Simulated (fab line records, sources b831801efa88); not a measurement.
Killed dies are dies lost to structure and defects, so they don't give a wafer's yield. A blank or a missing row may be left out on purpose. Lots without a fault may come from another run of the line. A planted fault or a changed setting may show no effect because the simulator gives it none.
One fault seen from 2 desks | flow sky130 | each desk has only its own numbers; what lay behind them comes last

THE TOOL OWNER'S DESK: litho_track-02
The tool's own readings at SKY_SONOS_ONO_SOFTBAKE_09 (time 60 s): means of the sampled wafers that have a number, for each lot that ran on this tool. A lot is out of limits, marked OUT, if its mean lies more than 4 standard deviations from the usual mean; the brackets give that distance.
Columns: A = run_length_s at SKY_SONOS_ONO_SOFTBAKE_09, usual 89.07 s
lot  | first seen here | A
L450 | day 14 16:44    | 91.36 (+19) OUT
L452 | day 14 19:39    | 91.42 (+20) OUT
L463 | day 19 02:15    | 88.99
This desk's finding: out of limits on L450, L452; first on L450, day 14 16:44 (run_length_s at SKY_SONOS_ONO_SOFTBAKE_09). In limits: L463.

THE METROLOGY DESK
What the gauges read, lot by lot, whatever tool the lot ran on: means of the sampled wafers that have a number. A lot is out of limits, marked OUT, if its mean lies more than 4 standard deviations from the usual mean; the brackets give that distance.
Columns: A = VT_ADJUST_NCORE_OVL at SKY_VT_ADJUST_NCORE_OVL_MEAS_08, usual 0.0 nm; B = VT_ADJUST_HVTR_TW at SKY_VT_ADJUST_HVTR_TW_MEAS_11, usual 211.8; C = SONOS_ONO_OVL at SKY_SONOS_ONO_OVL_MEAS_14, usual -0.7 nm
lot  | first seen here | A    | B     | C
L444 | day 8 10:59     | -0.7 | 212.4 | -1.3
L450 | day 10 19:53    | -1.2 | 211.7 | -1.7
L452 | day 10 23:46    | 0.2  | 212.3 | 2.4
L456 | day 12 06:50    | 2.2  | 209.6 | -0.5
L457 | day 12 15:16    | 2.0  | 210.4 | 0.7
L459 | day 12 22:40    | -0.4 | 212.1 | -2.2
L461 | day 13 17:05    | 1.7  | 209.8 | 0.3
L462 | day 14 13:14    | 0.1  | 212.0 | -1.8
L463 | day 14 17:40    | -1.2 | 211.1 | 0.4
L464 | day 14 18:14    | -0.5 | 211.6 | -1.6
L465 | day 14 22:43    | -1.2 | 212.7 | -1.0
L466 | day 15 06:14    | -1.0 | 210.6 | 0.9
L467 | day 15 14:53    | 0.3  | 212.1 | -1.1
This desk's finding: nothing out of limits on any of the 13 lots.

PUT TOGETHER
The tool owner's desk could have raised an alarm at day 14 16:44, on L450, L452.
The metrology desk saw nothing out of limits.
The metrology desk has L450, L452 on record, within its limits.
Of the lots named, all ran SKY_SONOS_ONO_SOFTBAKE_09 on litho_track-02.

WHAT THE SIMULATOR HAD PUT IN
Process parameter drift: litho_track-02, from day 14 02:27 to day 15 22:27, at SKY_SONOS_ONO_SOFTBAKE_09. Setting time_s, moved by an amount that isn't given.
Lots struck among those shown: L450, L452.
Hours from the fault's start to each desk's first reading out of limits: the tool owner's desk, 14.
